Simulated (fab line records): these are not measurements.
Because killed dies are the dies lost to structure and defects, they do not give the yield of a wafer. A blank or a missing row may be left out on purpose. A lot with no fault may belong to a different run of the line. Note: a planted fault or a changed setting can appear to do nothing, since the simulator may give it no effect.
The tool behind it: which one? :: flow sky130 :: 33 wafers from 11 lots sampled at 4 of the route's 708 steps

WHAT EACH GAUGE READ, for each wafer
SKY_RES_PROTECT_TW_MEAS_08.
lot: L738
measured: day 16 00:29
on: film metro-04
POLY_GATE_TW: 3990 3975 4011

lot: L739
measured: day 16 11:40
on: film metro-01
POLY_GATE_TW: 4000 3986 4002

lot: L741
measured: day 16 17:14
on: film metro-04
POLY_GATE_TW: 3968 3991 3943

lot: L742
measured: day 16 18:03
on: film metro-01
POLY_GATE_TW: 4006 4011 4000

lot: L748
measured: day 19 00:08
on: film metro-01
POLY_GATE_TW: 3733 3729 3750

lot: L749
measured: day 19 00:25
on: film metro-02
POLY_GATE_TW: 3745 3726 3720

lot: L754
measured: day 22 00:04
on: film metro-04
POLY_GATE_TW: 3998 3983 4004

lot: L755
measured: day 21 23:58
on: film metro-01
POLY_GATE_TW: 4021 4009 4021

lot: L757
measured: day 22 06:00
on: film metro-01
POLY_GATE_TW: 4011 4016 4022

lot: L758
measured: day 22 12:09
on: film metro-02
POLY_GATE_TW: 4038 4024 3995

lot: L761
measured: day 23 02:30
on: film metro-01
POLY_GATE_TW: 4041 4039 4019

WHICH TOOL RAN EACH LOT (tool, then ch and the chambers of the sampled wafers, then the start)
lot: L738
SKY_SONOS_ONO_ETCH_15: rie diel-04 ch 1,3, day 13 11:14
SKY_POLY_GATE_IMPLANT_02: implanter-01 ch 0, day 16 00:15
SKY_RES_PROTECT_STRIP_07: plasma asher-02 ch 0,1, day 16 00:23

lot: L739
SKY_SONOS_ONO_ETCH_15: rie diel-04 ch 1,2,3, day 13 20:17
SKY_POLY_GATE_IMPLANT_02: implanter-02 ch 0, day 16 11:25
SKY_RES_PROTECT_STRIP_07: plasma asher-02 ch 0,1, day 16 11:34

lot: L741
SKY_SONOS_ONO_ETCH_15: rie diel-01 ch 1,2,3, day 14 01:31
SKY_POLY_GATE_IMPLANT_02: implanter-02 ch 0, day 16 17:00
SKY_RES_PROTECT_STRIP_07: plasma asher-02 ch 0,1, day 16 17:08

lot: L742
SKY_SONOS_ONO_ETCH_15: rie diel-03 ch 1,2, day 14 04:13
SKY_POLY_GATE_IMPLANT_02: implanter-02 ch 0, day 16 17:48
SKY_RES_PROTECT_STRIP_07: plasma asher-02 ch 0,1, day 16 17:57

lot: L748
SKY_SONOS_ONO_ETCH_15: rie diel-04 ch 0,2,3, day 15 23:52
SKY_POLY_GATE_IMPLANT_02: implanter-02 ch 0, day 18 23:55
SKY_RES_PROTECT_STRIP_07: plasma asher-01 ch 0,1, day 19 00:02

lot: L749
SKY_SONOS_ONO_ETCH_15: rie diel-04 ch 0,1,2, day 16 04:43
SKY_POLY_GATE_IMPLANT_02: implanter-02 ch 0, day 19 00:12
SKY_RES_PROTECT_STRIP_07: plasma asher-03 ch 0,1, day 19 00:20

lot: L754
SKY_SONOS_ONO_ETCH_15: rie diel-04 ch 0,1,3, day 18 12:10
SKY_POLY_GATE_IMPLANT_02: implanter-01 ch 0, day 21 23:51
SKY_RES_PROTECT_STRIP_07: plasma asher-02 ch 0,1, day 21 23:59

lot: L755
SKY_SONOS_ONO_ETCH_15: rie diel-03 ch 0,3, day 18 12:34
SKY_POLY_GATE_IMPLANT_02: implanter-04 ch 0, day 21 23:43
SKY_RES_PROTECT_STRIP_07: plasma asher-01 ch 0,1, day 21 23:52

lot: L757
SKY_SONOS_ONO_ETCH_15: rie diel-04 ch 0,3, day 19 06:49
SKY_POLY_GATE_IMPLANT_02: implanter-01 ch 0, day 22 05:45
SKY_RES_PROTECT_STRIP_07: plasma asher-02 ch 0,1, day 22 05:54

lot: L758
SKY_SONOS_ONO_ETCH_15: rie diel-01 ch 1,2, day 19 17:10
SKY_POLY_GATE_IMPLANT_02: implanter-02 ch 0, day 22 11:54
SKY_RES_PROTECT_STRIP_07: plasma asher-02 ch 0,1, day 22 12:03

lot: L761
SKY_SONOS_ONO_ETCH_15: rie diel-04 ch 2,3, day 20 07:46
SKY_POLY_GATE_IMPLANT_02: implanter-02 ch 0, day 23 02:15
SKY_RES_PROTECT_STRIP_07: plasma asher-02 ch 0,1, day 23 02:24
- SKY_SONOS_ONO_ETCH_15: etches the open film in CHF3/O2, target depth 19.52 nm, time 7.8 s.
- SKY_POLY_GATE_IMPLANT_02
- SKY_RES_PROTECT_STRIP_07: strips in O2/N2.

THE ANSWER, worked out from the rows above alone
Rule: what is usual is taken from the lots themselves. The widest of any qualifying gaps counts: lots, ordered by their means at a reading, are off when they make up no more than a third of the lots, leave a main group of 4 or more, and stand apart from it by 3 or more times the standard deviation of that group's means. The tables above print the reading to a certain number of digits; a main group whose means all agree to those digits is not used. A lot without any number at a reading at which 4 lots or more have one is off too. Where the step has rows for the other lots, those lots are counted as sound.
Off: at SKY_RES_PROTECT_TW_MEAS_08 (POLY_GATE_TW), L748, L749. The main group: mean 4005, standard deviation 18.
A tool fits if, at a process step before that reading, it ran every lot that is off, and no sound lot after the first of them. The gauges at SKY_RES_PROTECT_TW_MEAS_08 are tried like those tools. Not one of the candidates tried fits.

WHAT HAD BEEN PUT IN BY THE SIMULATOR
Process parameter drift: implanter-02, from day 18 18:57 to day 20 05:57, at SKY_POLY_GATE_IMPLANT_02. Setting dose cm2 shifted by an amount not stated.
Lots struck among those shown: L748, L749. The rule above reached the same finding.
